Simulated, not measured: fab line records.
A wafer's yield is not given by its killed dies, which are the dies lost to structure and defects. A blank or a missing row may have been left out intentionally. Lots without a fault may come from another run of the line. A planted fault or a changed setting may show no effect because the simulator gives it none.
fab line records ; flow gf180mcu
record lots=5; wafers=15; last_day=34
route steps=602 shown M1@319 PASSIVATION@602
lots untouched by any fault: they come from a run of this same line in which no faults occurred
start_h: hours from the record's first day to the start of the lot's first wafer shown ; wait_h: hours since the lot's step before ; " unchanged from the row above ; L1.1+2: a row that stands for several wafers ; - no value present, or no start provided ; * or withheld: withheld ; < > ~ a bound
route shown NAME@n: names a module that has steps shown in the file, with the first one's number in the route ; usual: mean/standard deviation taken from wafers without a fault ; same: alike in all rows ; chamber/n: place in a boat ; sites: each site's reading ; _std_site: their standard deviation ; _edge_site: outer sites' mean less inner sites' ; radius_mm: for every site, how far away it sits from the centre of the wafer ; mask NAME#n: copy n ; behind: the tool/chamber that last shaped the wafer ; hold: the reason the lot was held/the length of the hold in hours/how it ended ; device: which transistor (n, p or np) failed to switch ; end of line: the tests these same wafers got at the end of their route ; step lacking rows: just its recipe ; killed: dies that structure and defects cost at the first sort, which is not the same as the wafer's yield ; map: a wafer's dies, marking killed ones x, the rest . and places with no die _
set.NAME: setting as actually run; set.NAME@STEP: the setting as run at that earlier step ; model.NAME: the simulator's own value behind a step, which no gauge read
lots at selected steps of the route; one table per step, one row per wafer
services: from which hour (start_h, from the record's first day; less than 0 if before it) a tool's chamber was out of use, for how many hours, and why
## steps
# step GF_M1_SPUTTER_04
# recipe material=TiN; target_thk_nm=50; power_w=6500; time_s=41.7; chamber_pressure_pa=0.4
# usual throttle_valve_pct=29.4/0.91
# same time_s=41.7
lot.wafer;tool;chamber;start_h;wait_h;throttle_valve_pct
L558.1;pvd_sputter-02;-;397.36;0.0;28.2
L558.2;pvd_sputter-02;-;397.36;0.0;29.9
L558.5;pvd_sputter-02;-;397.36;0.0;29.9
L559.1;pvd_sputter-02;-;411.18;0.0;29.7
L559.3;pvd_sputter-02;-;411.18;0.0;29.8
L559.4;pvd_sputter-02;-;411.18;0.0;28.0
L562.1;pvd_sputter-01;-;437.40;0.0;28.9
L562.2;pvd_sputter-01;-;437.40;0.0;28.6
L562.3;pvd_sputter-01;-;437.40;0.0;29.2
L563.3;pvd_sputter-03;-;444.37;0.0;31.6
L563.4;pvd_sputter-03;-;444.37;0.0;29.4
L563.6;pvd_sputter-03;-;444.37;0.0;31.4
L576.2;pvd_sputter-02;-;552.82;0.0;28.2
L576.3;pvd_sputter-02;-;552.82;0.0;29.8
L576.4;pvd_sputter-02;-;552.82;0.0;29.6
# step GF_M1_RS_MEAS_05
# recipe thk_meas_gauge=four-point-probe; reads=TiN_of_M1_SPUTTER_04+Ti_of_M1_SPUTTER_03+AlCu_of_M1_SPUTTER_02+TiN_of_M1_SPUTTER_01+Ti_of_M1_SPUTTER_00
# usual M1_ALCU_RS=0.0696/0.00073
lot.wafer;tool;chamber;start_h;wait_h;M1_ALCU_RS[ohm/sq]
L558.1;film_metro-01;-;397.40;0.0;0.0687
L558.2;film_metro-01;-;397.40;0.0;0.0693
L558.5;film_metro-01;-;397.40;0.0;0.0692
L559.1;film_metro-04;-;411.22;0.0;0.0699
L559.3;film_metro-04;-;411.22;0.0;0.0700
L559.4;film_metro-04;-;411.22;0.0;0.0693
L562.1;film_metro-04;-;437.44;0.0;0.0700
L562.2;film_metro-04;-;437.44;0.0;0.0695
L562.3;film_metro-04;-;437.44;0.0;0.0696
L563.3;film_metro-04;-;444.45;0.1;0.0712
L563.4;film_metro-04;-;444.45;0.1;0.0715
L563.6;film_metro-04;-;444.45;0.1;0.0709
L576.2;film_metro-02;-;552.88;0.0;0.0700
L576.3;film_metro-02;-;552.88;0.0;0.0711
L576.4;film_metro-02;-;552.88;0.0;0.0711
# step GF_M1_THK_MEAS_06
# recipe thk_meas_gauge=xrf; reads=AlCu_of_M1_SPUTTER_02
# usual M1_ALCU_THK=453/5.3
lot.wafer;tool;chamber;start_h;wait_h;M1_ALCU_THK[nm]
L558.1;film_metro-01;-;397.52;0.1;457
L558.2;film_metro-01;-;397.52;0.1;452
L558.5;film_metro-01;-;397.52;0.1;453
L559.1;film_metro-04;-;411.34;0.1;454
L559.3;film_metro-04;-;411.34;0.1;454
L559.4;film_metro-04;-;411.34;0.1;457
L562.1;film_metro-04;-;437.56;0.1;450
L562.2;film_metro-04;-;437.56;0.1;452
L562.3;film_metro-04;-;437.56;0.1;455
L563.3;film_metro-04;-;444.55;0.1;442
L563.4;film_metro-04;-;444.55;0.1;441
L563.6;film_metro-04;-;444.55;0.1;446
L576.2;film_metro-02;-;552.99;0.1;451
L576.3;film_metro-02;-;552.99;0.1;444
L576.4;film_metro-02;-;552.99;0.1;444
# step GF_M1_DEHYDRATE_07
# recipe temp_c=200; time_s=60
# step GF_M1_HMDS_08
# recipe prime_time_s=60; prime_temp_c=120
# step GF_M1_COAT_09
# recipe resist=KrF; spin_rpm=withheld; resist_thk_nm=1000
# step GF_M1_SOFTBAKE_10
# recipe temp_c=130; time_s=60; resist=KrF
# step GF_M1_EXPOSE_11
# recipe mask_id=Metal1; target_cd_nm=230; na=0.68; source_shape=conventional; sigma_outer=0.6; dose_mj=28
# step GF_M1_PEB_12
# recipe peb_temp_c=135; peb_time_s=90; resist=KrF
# step GF_M1_DEVELOP_13
# recipe develop_time_s=60; dev_temp_c=21
# step GF_M1_CD_MEAS_14
# recipe target_cd_nm=230
# usual cd_nm=230.2/1.3
lot.wafer;tool;chamber;start_h;wait_h;cd_nm
L558.1;cd_sem-02;-;420.95;0.1;228.9
L558.2;cd_sem-02;-;420.95;0.1;227.9
L558.5;cd_sem-02;-;420.95;0.1;229.2
L559.1;cd_sem-01;-;434.70;0.1;229.6
L559.3;cd_sem-01;-;434.70;0.1;230.1
L559.4;cd_sem-01;-;434.70;0.1;230.2
L562.1;cd_sem-02;-;461.85;0.1;229.0
L562.2;cd_sem-02;-;461.85;0.1;229.4
L562.3;cd_sem-02;-;461.85;0.1;227.9
L563.3;cd_sem-01;-;468.49;0.1;230.3
L563.4;cd_sem-01;-;468.49;0.1;229.4
L563.6;cd_sem-01;-;468.49;0.1;228.7
L576.2;cd_sem-01;-;574.67;0.1;229.0
L576.3;cd_sem-01;-;574.67;0.1;230.2
L576.4;cd_sem-01;-;574.67;0.1;229.7
# step GF_M1_OVL_MEAS_15
# usual M1_OVL=3/5.5
lot.wafer;tool;chamber;start_h;wait_h;M1_OVL[nm]
L558.1;overlay-01;-;421.07;0.1;10
L558.2;overlay-01;-;421.07;0.1;3
L558.5;overlay-01;-;421.07;0.1;3
L559.1;overlay-02;-;434.82;0.1;19
L559.3;overlay-02;-;434.82;0.1;13
L559.4;overlay-02;-;434.82;0.1;5
L562.1;overlay-01;-;461.97;0.1;-2
L562.2;overlay-01;-;461.97;0.1;6
L562.3;overlay-01;-;461.97;0.1;6
L563.3;overlay-01;-;468.58;0.1;4
L563.4;overlay-01;-;468.58;0.1;6
L563.6;overlay-01;-;468.58;0.1;4
L576.2;overlay-02;-;574.78;0.1;3
L576.3;overlay-02;-;574.78;0.1;5
L576.4;overlay-02;-;574.78;0.1;1
# step GF_M1_METAL_ETCH_16
# recipe chemistry=Cl2/BCl3; mask_material=KrF; target_depth_nm=627.5; stop_on=SiO2; pressure_mtorr=8; icp_w=800; bias_w=140; Cl2_flow_sccm=80; bcl3_flow_sccm=40; time_s=104.6
# usual drypump_motor_current_A=5.69/0.18; oes_product_au=0.972/0.0064; throttle_valve_pct=28.251/0.0099
# same time_s=104.6
lot.wafer;tool;chamber;start_h;wait_h;drypump_motor_current_A;oes_product_au;rf_hours_counter_h;throttle_valve_pct;model.etch.depth_nm;model.M1.feature_depth_nm;model.KrF_of_M1_COAT_09.thk_nm
L558.1;rie_metal-04;0;421.10;0.0;5.91;0.972;1;28.255;605.8;605.8;738.3
L558.2;rie_metal-04;1;421.10;0.0;5.81;0.972;8;28.251;603.3;603.3;738.5
L558.5;rie_metal-04;0;421.10;0.0;5.90;0.975;-;28.252;603.1;603.1;739.2
L559.1;rie_metal-03;0;434.86;0.0;5.59;0.979;1;28.248;599.5;599.5;730.4
L559.3;rie_metal-03;1;434.86;0.0;5.46;0.972;-;28.263;598.6;598.6;729.6
L559.4;rie_metal-03;0;434.86;0.0;5.58;0.969;-;28.266;602.9;602.9;732
L562.1;rie_metal-04;0;462.00;0.0;5.90;0.971;1;28.245;600.3;600.3;730.7
L562.2;rie_metal-04;1;462.00;0.0;5.83;0.974;9;28.262;604.2;604.2;728.5
L562.3;rie_metal-04;0;462.00;0.0;5.90;0.983;-;28.248;604.5;604.5;730.5
L563.3;rie_metal-03;0;468.64;0.1;5.57;0.735;-;28.506;357.7;357.7;841.5
L563.4;rie_metal-03;1;468.64;0.1;5.46;0.959;-;28.254;591.4;591.4;727.4
L563.6;rie_metal-03;1;468.64;0.1;5.46;0.733;-;28.515;360.2;360.2;835.5
L576.2;rie_metal-03;0;574.81;0.0;5.60;0.964;4;28.265;597.4;597.4;735.8
L576.3;rie_metal-03;1;574.81;0.0;5.49;0.968;-;28.264;591.1;591.1;734.9
L576.4;rie_metal-03;0;574.81;0.0;5.58;0.958;-;28.264;590.5;590.5;734
# step GF_M1_STRIP_17
# recipe chemistry=O2/N2; power_w=1400; pressure_mtorr=1500; platen_temp_c=250; o2_flow_sccm=3000; n2_flow_sccm=300; overash_fraction=0.5
# usual drypump_motor_current_A=5.80/0.23; heater_power_w=336/15; oes_product_au=0.558/0.0046; strip_time_to_endpoint_s=7.86/0.035
lot.wafer;tool;chamber;start_h;wait_h;drypump_motor_current_A;heater_power_w;oes_product_au;rf_hours_counter_h;strip_time_to_endpoint_s
L558.1;plasma_asher-04;0;421.22;0.1;5.74;338;0.556;65;7.90
L558.2;plasma_asher-04;1;421.22;0.1;5.88;319;0.560;65;7.89
L558.5;plasma_asher-04;0;421.22;0.1;5.72;337;0.554;-;7.91
L559.1;plasma_asher-04;1;434.97;0.1;5.94;324;0.561;67;7.84
L559.3;plasma_asher-04;0;434.97;0.1;5.74;361;0.556;-;7.83
L559.4;plasma_asher-04;1;434.97;0.1;5.94;324;0.551;-;7.84
L562.1;plasma_asher-03;1;462.11;0.1;6.03;337;0.560;4;7.83
L562.2;plasma_asher-03;0;462.11;0.1;5.48;332;0.547;4;7.82
L562.3;plasma_asher-03;1;462.11;0.1;6.04;338;0.555;-;7.84
L563.3;plasma_asher-03;0;468.75;0.1;5.49;327;0.600;-;8.90
L563.4;plasma_asher-03;1;468.75;0.1;6.03;323;0.559;-;7.78
L563.6;plasma_asher-03;1;468.75;0.1;6.05;332;0.590;-;8.84
L576.2;plasma_asher-02;0;574.92;0.1;5.50;309;0.558;39;7.91
L576.3;plasma_asher-02;1;574.92;0.1;6.15;383;0.557;-;7.87
L576.4;plasma_asher-02;0;574.92;0.1;5.51;305;0.551;-;7.86
# step GF_M1_STRIP_18
# recipe chemistry=post_etch_residue_remover; time_s=1200; temp_c=72.5
# step GF_PASSIVATION_PROBE_99
lot.wafer;tool;chamber;start_h;wait_h;model.etest.pmos_6p0.short;model.etest.field_n.over_limit;model.etest.iso_nplus_nwell.over_limit;model.etest.met1.short;model.etest.met1_comb.over_limit;model.etest.diode_nwell_sub.over_limit;model.etest.via2_chain.short;model.etest.cap_mim.short
L558.1+2+5;prober-01;-;701.10;0.1;0;0;0;0;0;0;0;0
L559.1+3+4;prober-02;-;714.55;0.1;0;0;0;0;0;0;0;0
L562.1+2+3;prober-01;-;733.05;0.1;0;0;0;0;0;0;0;0
L563.3+6;prober-02;-;738.41;0.2;1;1;1;1;1;1;1;1
L563.4;prober-02;-;738.46;0.2;0;0;0;0;0;0;0;0
L576.2+3+4;prober-01;-;808.85;0.1;0;0;0;0;0;0;0;0
# killed by level:class
L558.1 V1:geometric_particle:open=8 STI:geometric_particle:short=5 CONTACT:geometric_particle:open=5 V3:geometric_particle:short=4 V3:geometric_particle:open=4 V4:geometric_particle:open=4 V5:geometric_particle:open=4 CONTACT:geometric_particle:short=3
L558.2 STI:geometric_particle:short=6 M2:geometric_particle:short=6 V2:geometric_particle:short=6 V5:geometric_particle:open=4 M1:geometric_particle:short=4 CONTACT:geometric_particle:short=3 V1:geometric_particle:short=3 V3:geometric_particle:short=3
L558.5 V4:geometric_particle:open=7 CONTACT:geometric_particle:open=5 V3:geometric_particle:open=5 STI:geometric_particle:open=4 STI:geometric_particle:short=4 V5:geometric_particle:open=4 V1:geometric_particle:short=3 M4:geometric_particle:short=3
L559.1 V3:geometric_particle:open=5 STI:geometric_particle:short=4 STI:geometric_particle:open=4 CONTACT:geometric_particle:open=4 V2:geometric_particle:open=4 V1:geometric_particle:short=3 V1:geometric_particle:open=3 M5:geometric_particle:short=3
L559.3 V3:geometric_particle:open=6 STI:geometric_particle:short=3 STI:geometric_particle:open=3 CONTACT:geometric_particle:open=3 M1:geometric_particle:short=3 V1:geometric_particle:open=3 V2:geometric_particle:short=3 V2:geometric_particle:open=3
L559.4 V3:geometric_particle:open=6 CONTACT:geometric_particle:open=5 V2:geometric_particle:short=5 V1:geometric_particle:open=4 M3:geometric_particle:short=4 CONTACT:geometric_particle:short=3 M1:geometric_particle:short=3 V4:geometric_particle:open=3
L562.1 V4:geometric_particle:short=6 V3:geometric_particle:open=5 V5:geometric_particle:open=5 V1:geometric_particle:short=4 V1:geometric_particle:open=3 V4:geometric_particle:open=3 POLY_GATE:geometric_particle:short=2 HV_LDD:geometric_particle:open=2
L562.2 V2:geometric_particle:open=7 CONTACT:geometric_particle:open=5 V1:geometric_particle:short=3 V3:geometric_particle:open=3 V5:geometric_particle:short=3 V5:geometric_particle:open=3 CONTACT:geometric_particle:short=2 V1:geometric_particle:open=2
L562.3 V3:geometric_particle:open=6 V2:geometric_particle:open=5 STI:geometric_particle:short=4 STI:geometric_particle:open=3 V5:geometric_particle:open=3 TOP_METAL:geometric_particle:short=3 CONTACT:geometric_particle:short=2 SAB:geometric_particle:short=1
L576.2 CONTACT:geometric_particle:open=7 V5:geometric_particle:open=6 V3:geometric_particle:open=5 V3:geometric_particle:short=4 M2:geometric_particle:open=3 V4:geometric_particle:open=3 CONTACT:geometric_particle:short=2 M1:geometric_particle:short=2
L576.3 V4:geometric_particle:open=6 V5:geometric_particle:open=5 V1:geometric_particle:open=4 V3:geometric_particle:open=3 CONTACT:geometric_particle:open=3 V1:geometric_particle:short=3 V3:geometric_particle:short=3 STI:geometric_particle:open=2
L576.4 V1:geometric_particle:open=7 CONTACT:geometric_particle:open=6 V4:geometric_particle:open=5 V5:geometric_particle:open=4 V3:geometric_particle:open=4 STI:geometric_particle:short=3 STI:geometric_particle:open=3 M1:geometric_particle:short=3
## services
tool;chamber;start_h;hours;kind
plasma_asher-03;-;382.64;2.8;pm
pvd_sputter-03;-;412.27;4.3;repair
pvd_sputter-01;3;412.46;-;consumable_replace:kit
pvd_sputter-01;3;412.46;18.0;scheduled_down
plasma_asher-03;-;421.25;9.0;pm
plasma_asher-03;0;421.25;9.0;vent_cycle
plasma_asher-03;1;421.25;9.0;vent_cycle
rie_metal-03;-;423.84;0.8;repair
plasma_asher-03;0;430.25;-;clean
plasma_asher-03;1;430.25;-;clean
pvd_sputter-02;0;440.16;-;consumable_replace:kit
pvd_sputter-02;0;440.16;18.0;scheduled_down
pvd_sputter-02;0;440.16;18.0;vent_cycle
plasma_asher-04;-;451.57;2.8;pm
pvd_sputter-01;-;462.64;4.6;repair
pvd_sputter-01;-;476.17;3.9;repair
plasma_asher-03;-;491.98;4.1;repair
plasma_asher-02;-;502.58;10.0;repair
rie_metal-03;0;523.39;3.4;repair
rie_metal-04;1;543.56;-;clean
rie_metal-04;1;543.56;33.1;scheduled_down
rie_metal-04;1;543.56;33.1;vent_cycle
plasma_asher-02;-;545.58;15.7;repair
pvd_sputter-02;-;562.78;9.5;repair
## key
first_sign step=GF_M1_METAL_ETCH_16; reading=oes_product_au; direction=down; sigmas=37; usual=0.972; struck=0.734
effect step=GF_M1_METAL_ETCH_16; reading=throttle_valve_pct; direction=up; sigmas=26; usual=28.251; struck=28.511
effect step=GF_M1_STRIP_17; reading=strip_time_to_endpoint_s; direction=up; sigmas=29; usual=*; struck=*
model_effect step=GF_M1_METAL_ETCH_16; value=etch.depth_nm; without=594.9; struck=359
model_effect step=GF_PASSIVATION_PROBE_99; value=etest.pmos_6p0.short; without=0; struck=1
met_at GF_M1_METAL_ETCH_16
struck_wafers L563.3,L563.6
sort_left_out L563.3,L563.6
onset_between 434.86 468.64
fault kind=process_parameter_drift; tool=rie_metal-03; chamber=-; onset_h=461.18; steps=GF_M1_METAL_ETCH_16; channel=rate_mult; offset=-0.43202; shape=step; end_h=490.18; scope=struck_wafers_only
# sort_left_out: the simulated sort isn't trusted on such a fault, so these wafers' sort isn't shown, and their yield isn't known
